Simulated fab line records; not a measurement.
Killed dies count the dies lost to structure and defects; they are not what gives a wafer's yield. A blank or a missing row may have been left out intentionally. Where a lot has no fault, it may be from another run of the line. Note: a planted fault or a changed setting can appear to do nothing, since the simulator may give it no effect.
Which tool did it?    flow sky130    36 wafers from 12 lots sampled at 5 of the route's 708 steps

== WHAT THE GAUGES SHOWED, per wafer ==
SKY_LDD_P_CD_MEAS_07 targets a cd of 380 nm.
lot   measured      on         cd-nm (nm)
L660  day 19 01:02  cd-sem-01  380.5 379.8 383.2
L662  day 19 21:00  cd-sem-02  375.7 378.2 377.0
L664  day 21 01:45  cd-sem-01  379.0 378.3 376.8
L667  day 22 03:57  cd-sem-02  372.9 371.2 373.9
L668  day 22 16:59  cd-sem-01  373.5 368.7 372.2
L672  day 23 15:56  cd-sem-01  378.8 379.7 379.8
L673  day 23 23:48  cd-sem-01  381.8 383.5 381.7
L676  day 25 21:27  cd-sem-02  381.3 382.5 380.5
L678  day 25 23:29  cd-sem-02  377.7 379.8 378.3
L679  day 26 01:01  cd-sem-02  378.9 377.6 374.6
L680  day 26 08:49  cd-sem-02  383.0 380.6 381.8
L681  day 26 22:33  cd-sem-01  378.9 381.5 381.6

SKY_SD_N_RS_MEAS_17: measures by four-point-probe.
lot   measured      on             SD_P_RS (ohm/sq)
L660  day 27 21:45  film-metro-01  147.0 147.0 146.8
L662  day 28 14:45  film-metro-02  147.1 147.0 146.8
L664  day 29 17:23  film-metro-01  146.5 146.9 146.7
L667  day 30 19:14  film-metro-03  147.6 147.4 147.8
L668  day 31 07:47  film-metro-01  147.8 147.5 147.7
L672  day 32 03:04  film-metro-01  147.0 147.6 147.1
L673  day 32 10:30  film-metro-02  146.9 147.0 147.1
L676  day 34 06:07  film-metro-01  146.6 147.0 146.6
L678  day 34 06:23  film-metro-03  147.4 147.6 147.5
L679  day 34 08:33  film-metro-01  147.5 147.2 147.1
L680  day 34 14:29  film-metro-02  147.1 147.4 147.3
L681  day 35 05:56  film-metro-01  146.8 147.1 146.8

== TOOL THAT RAN EACH LOT (tool first, then ch and the chambers of the sampled wafers, then the start) ==
lot   SKY_FIELD_ISO_STRIP_16               SKY_FIELD_ISO_ETCH_17            SKY_LDD_P_DEVELOP_06
L660  plasma-asher-03 ch 0,1, day 2 05:03  rie-si-02 ch 0,3, day 2 05:07    litho-track-04 ch 0, day 19 00:54
L662  plasma-asher-02 ch 0,1, day 2 15:37  rie-si-01 ch 1,2, day 2 15:43    litho-track-04 ch 0, day 19 20:51
L664  plasma-asher-02 ch 0,1, day 3 01:31  rie-si-01 ch 0,1, day 3 01:37    litho-track-04 ch 0, day 21 01:36
L667  plasma-asher-03 ch 0, day 3 18:01    rie-si-02 ch 0,2,3, day 3 18:07  litho-track-04 ch 0, day 22 03:48
L668  plasma-asher-03 ch 0,1, day 4 00:51  rie-si-01 ch 0,1,2, day 4 00:55  litho-track-04 ch 0, day 22 16:51
L672  plasma-asher-01 ch 0,1, day 4 21:31  rie-si-02 ch 2,3, day 4 21:35    litho-track-01 ch 0, day 23 15:49
L673  plasma-asher-02 ch 0,1, day 5 01:25  rie-si-01 ch 0,2,3, day 5 01:31  litho-track-01 ch 0, day 23 23:40
L676  plasma-asher-03 ch 0,1, day 5 18:52  rie-si-02 ch 0,2,3, day 5 18:58  litho-track-01 ch 0, day 25 21:19
L678  plasma-asher-02 ch 0,1, day 6 02:06  rie-si-01 ch 0,3, day 6 02:10    litho-track-04 ch 0, day 25 23:21
L679  plasma-asher-01 ch 0,1, day 6 06:34  rie-si-01 ch 0,1,3, day 6 06:40  litho-track-04 ch 0, day 26 00:52
L680  plasma-asher-02 ch 0,1, day 6 14:03  rie-si-01 ch 0,1, day 6 14:07    litho-track-03 ch 0, day 26 08:40
L681  plasma-asher-02 ch 0,1, day 6 23:05  rie-si-01 ch 0,2,3, day 6 23:11  litho-track-04 ch 0, day 26 22:24
- SKY_FIELD_ISO_STRIP_16: strips in O2/N2.
- SKY_FIELD_ISO_ETCH_17: etches Si in HBr/Cl2/O2, target depth 342 nm, time 97.7 s.
- SKY_LDD_P_DEVELOP_06: develop time 60 s.

== AS READ BY THE TOOLS THEMSELVES (means over the sampled wafers that have a number; for cases with no such wafer, the mark the record gives instead) ==
SKY_FIELD_ISO_STRIP_16.
lot   tool             drypump-motor-current-A (A)  o2-flow-sccm (sccm)  oes-product-au (a.u.)  strip-time-to-endpoint-s (s)
L660  plasma-asher-03  6.0                          3007                 0.373                  3.55
L662  plasma-asher-02  5.1                          2997                 0.376                  3.55
L664  plasma-asher-02  5.0                          2994                 0.376                  3.56
L667  plasma-asher-03  5.7                          3004                 0.376                  3.55
L668  plasma-asher-03  6.0                          3001                 0.378                  3.53
L672  plasma-asher-01  5.7                          3010                 0.378                  3.55
L673  plasma-asher-02  5.1                          2991                 0.381                  3.55
L676  plasma-asher-03  6.0                          3001                 0.380                  3.55
L678  plasma-asher-02  5.0                          2999                 0.378                  3.58
L679  plasma-asher-01  5.7                          2987                 0.378                  3.50
L680  plasma-asher-02  5.1                          2993                 0.376                  3.55
L681  plasma-asher-02  5.1                          3002                 0.379                  3.57

SKY_FIELD_ISO_ETCH_17.
lot   tool       bias-w (W)  drypump-motor-current-A (A)  oes-product-au (a.u.)  throttle-valve-pct (%)
L660  rie-si-02  149.9       6.2                          0.989                  25.658
L662  rie-si-01  149.4       5.8                          1.009                  25.653
L664  rie-si-01  150.2       6.1                          0.998                  25.657
L667  rie-si-02  149.7       5.7                          0.998                  25.662
L668  rie-si-01  150.1       6.0                          1.004                  25.648
L672  rie-si-02  150.6       5.3                          0.996                  25.659
L673  rie-si-01  150.3       5.8                          1.002                  25.665
L676  rie-si-02  149.7       5.7                          0.995                  25.654
L678  rie-si-01  149.8       5.9                          1.006                  25.657
L679  rie-si-01  149.9       6.0                          1.002                  25.661
L680  rie-si-01  149.9       6.1                          1.006                  25.657
L681  rie-si-01  149.9       5.8                          1.003                  25.652

== THE ANSWER, worked out from the rows above alone ==
Rule: the usual values come from the lots themselves. Put in order of their means at a reading, lots are off if they are a third of the lots or fewer, leave a main group of 4 or more, and stand apart from it by a gap of 3 or more times the standard deviation of the main group's means; of several such gaps the widest counts. If all means in a main group match to the digits the tables above print for the reading, that group is not used. A lot without any number at a reading at which 4 lots or more have one is off too. The other lots that the step has rows for count as sound. The gauges are gone through in route order, then the tools' own readings, and for those a lot's mean is taken as printed above. The first step at which some lot is off is used, and at that step the reading that is off furthest; a lot without a number counts as furthest.
None of the lots is off at any reading shown; this tells nothing.

== WHAT THE SIMULATOR HAD INSERTED ==
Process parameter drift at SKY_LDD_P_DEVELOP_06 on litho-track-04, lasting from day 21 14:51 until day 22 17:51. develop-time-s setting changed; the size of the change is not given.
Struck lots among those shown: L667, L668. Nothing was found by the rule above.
